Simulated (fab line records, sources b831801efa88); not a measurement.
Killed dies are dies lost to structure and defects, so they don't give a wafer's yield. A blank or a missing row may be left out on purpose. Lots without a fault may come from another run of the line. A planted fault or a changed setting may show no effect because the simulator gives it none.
Which tool did it? | flow sky130 | 24 lots, 72 wafers sampled, at 3 steps of a route of 708

WHAT THE GAUGES READ, wafer by wafer
SKY_CONTACT_CD_MEAS_14: target cd 170 nm.
lot  | measured     | on        | cd_nm (nm)
L074 | day 31 06:35 | cd_sem-01 | 170.1 169.8 170.6
L075 | day 31 23:37 | cd_sem-01 | 171.5 170.2 170.1
L076 | day 32 04:43 | cd_sem-02 | 167.2 167.5 168.7
L077 | day 32 10:49 | cd_sem-01 | 169.1 170.0 169.7
L078 | day 32 14:26 | cd_sem-01 | 171.0 170.3 170.0
L079 | day 32 23:28 | cd_sem-02 | 167.1 167.8 167.9
L080 | day 33 17:07 | cd_sem-01 | 167.2 167.3 167.6
L081 | day 34 07:25 | cd_sem-01 | 170.5 169.2 169.7
L082 | day 35 03:25 | cd_sem-02 | 170.0 169.1 169.2
L083 | day 35 07:15 | cd_sem-02 | 168.8 169.6 168.4
L085 | day 35 11:56 | cd_sem-01 | 168.1 169.5 168.4
L084 | day 35 13:58 | cd_sem-01 | 172.7 171.7 171.5
L086 | day 35 17:43 | cd_sem-01 | 167.0 168.9 167.4
L088 | day 36 07:02 | cd_sem-01 | 169.8 171.0 172.2
L087 | day 36 13:49 | cd_sem-02 | 167.2 166.8 166.7
L090 | day 37 03:59 | cd_sem-02 | 171.5 171.6 171.7
L089 | day 37 04:20 | cd_sem-02 | 170.5 171.9 168.9
L091 | day 37 14:16 | cd_sem-02 | 169.8 170.8 168.9
L092 | day 37 15:33 | cd_sem-01 | 170.9 168.9 169.3
L093 | day 37 17:02 | cd_sem-01 | 168.9 169.8 168.2
L095 | day 38 03:22 | cd_sem-01 | 170.3 170.5 169.8
L094 | day 38 04:23 | cd_sem-02 | 173.1 172.6 172.0
L096 | day 38 12:58 | cd_sem-02 | 170.0 171.3 172.4
L097 | day 38 17:19 | cd_sem-02 | 170.7 170.2 170.8

SKY_METAL1_CD_MEAS_15: target cd 140 nm.
lot  | measured     | on        | cd_nm (nm)
L074 | day 32 12:28 | cd_sem-01 | 138.8 138.8 137.7
L075 | day 33 04:26 | cd_sem-01 | 141.9 141.8 140.3
L076 | day 33 09:02 | cd_sem-01 | 137.3 138.7 140.3
L077 | day 33 16:02 | cd_sem-02 | 137.0 136.1 136.6
L078 | day 33 18:41 | cd_sem-01 | 140.0 138.8 140.7
L079 | day 34 04:17 | cd_sem-01 | 140.1 138.4 139.3
L080 | day 34 21:02 | cd_sem-01 | 141.1 141.5 142.0
L081 | day 35 10:31 | cd_sem-02 | 138.0 137.6 136.6
L082 | day 36 06:52 | cd_sem-02 | 142.1 142.5 143.5
L083 | day 36 12:05 | cd_sem-01 | 139.2 140.4 138.8
L085 | day 36 15:40 | cd_sem-02 | 138.0 138.8 138.5
L084 | day 36 17:59 | cd_sem-02 | 142.6 142.4 141.8
L086 | day 36 20:43 | cd_sem-02 | 137.8 136.9 138.3
L088 | day 37 10:55 | cd_sem-01 | 141.7 143.1 142.7
L087 | day 37 18:06 | cd_sem-02 | 142.1 143.8 142.5
L090 | day 38 07:36 | cd_sem-02 | 139.9 140.8 139.6
L089 | day 38 08:08 | cd_sem-02 | 139.3 138.2 138.4
L091 | day 38 17:28 | cd_sem-01 | 142.1 141.8 144.2
L092 | day 38 18:39 | cd_sem-02 | 141.8 139.2 140.6
L093 | day 38 20:28 | cd_sem-01 | 139.7 140.3 141.2
L095 | day 39 06:26 | cd_sem-01 | 139.8 139.0 137.4
L094 | day 39 07:14 | cd_sem-02 | 136.2 136.2 137.9
L096 | day 39 16:06 | cd_sem-02 | 140.5 138.7 140.2
L097 | day 39 19:13 | cd_sem-01 | 141.7 140.7 139.9

WHICH TOOL RAN EACH LOT (tool, then ch and the chambers of the sampled wafers, then the start)
lot  | SKY_CONTACT_CMP_27
L074 | cmp-01 ch 0,2,3, day 31 08:05
L075 | cmp-01 ch 0,3, day 32 00:58
L076 | cmp-02 ch 0,2,3, day 32 06:17
L077 | cmp-01 ch 0,1, day 32 12:32
L078 | cmp-02 ch 0,2, day 32 16:06
L079 | cmp-02 ch 1,2,3, day 33 00:41
L080 | cmp-01 ch 1,2,3, day 33 18:23
L081 | cmp-01 ch 0,1,2, day 34 08:37
L082 | cmp-02 ch 0,1, day 35 04:44
L083 | cmp-01 ch 0,1, day 35 09:55
L085 | cmp-01 ch 1,3, day 35 13:09
L084 | cmp-01 ch 1,2, day 35 15:13
L086 | cmp-01 ch 0,1,3, day 35 18:58
L088 | cmp-01 ch 0,1,3, day 36 08:22
L087 | cmp-01 ch 1,2, day 36 15:11
L090 | cmp-01 ch 0,1,3, day 37 05:13
L089 | cmp-01 ch 0,3, day 37 05:34
L091 | cmp-01 ch 0,1, day 37 15:42
L092 | cmp-01 ch 1,2, day 37 16:49
L093 | cmp-01 ch 0,1, day 37 18:22
L095 | cmp-01 ch 1,2,3, day 38 04:42
L094 | cmp-01 ch 0,3, day 38 05:34
L096 | cmp-02 ch 0,2,3, day 38 14:12
L097 | cmp-01 ch 0,1,2, day 38 18:36
- SKY_CONTACT_CMP_27: polishes, stops on SiO2, t overpolish 15 s, target thk 0 nm.

WHAT THE TOOLS THEMSELVES READ (means of the sampled wafers that have a number; where no wafer has one, the mark that the record gives instead)
SKY_CONTACT_CMP_27.
lot  | tool   | motor_current_A (A) | overpolish_run_s (s) | time_to_endpoint_s (s)
L074 | cmp-01 | 10.0                | 14.998               | 79
L075 | cmp-01 | 9.9                 | 14.998               | 80
L076 | cmp-02 | 11.1                | 14.996               | 89
L077 | cmp-01 | 11.3                | 15.008               | 84
L078 | cmp-02 | 9.7                 | 14.999               | 77
L079 | cmp-02 | 11.1                | 15.000               | 87
L080 | cmp-01 | 11.3                | 14.995               | 80
L081 | cmp-01 | 11.8                | 14.991               | 80
L082 | cmp-02 | 10.6                | 15.004               | 79
L083 | cmp-01 | 12.5                | 14.998               | 79
L085 | cmp-01 | 12.6                | 15.005               | 80
L084 | cmp-01 | 12.8                | 14.997               | 80
L086 | cmp-01 | 10.8                | 15.003               | 84
L088 | cmp-01 | 11.0                | 15.005               | 83
L087 | cmp-01 | 12.5                | 15.005               | 83
L090 | cmp-01 | 11.2                | 14.999               | 79
L089 | cmp-01 | 10.1                | 15.002               | 82
L091 | cmp-01 | 11.3                | 15.004               | 81
L092 | cmp-01 | 12.3                | 15.002               | 79
L093 | cmp-01 | 13.2                | 14.986               | 82
L095 | cmp-01 | 11.1                | 15.010               | 83
L094 | cmp-01 | 9.8                 | 14.998               | 79
L096 | cmp-02 | 10.7                | 15.000               | 81
L097 | cmp-01 | 12.1                | 15.005               | 85

THE ANSWER, worked out from the rows above alone
Rule: what is usual is taken from the lots themselves. Put in order of their means at a reading, lots are off if they are a third of the lots or fewer, leave a main group of 4 or more, and stand apart from it by a gap of 3 or more times the standard deviation of the main group's means; of several such gaps the widest counts. A main group whose means are all the same, to the digits that the tables above print for the reading, isn't used. A lot without any number at a reading at which 4 lots or more have one is off too. The other lots that the step has rows for count as sound. The gauges are gone through in route order, then the tools' own readings, and for those a lot's mean is taken as printed above. The first step at which some lot is off is used, and at that step the reading that is off furthest; a lot without a number counts as furthest.
No lot is off at any reading shown: from this, nothing can be told.

WHAT THE SIMULATOR HAD PUT IN
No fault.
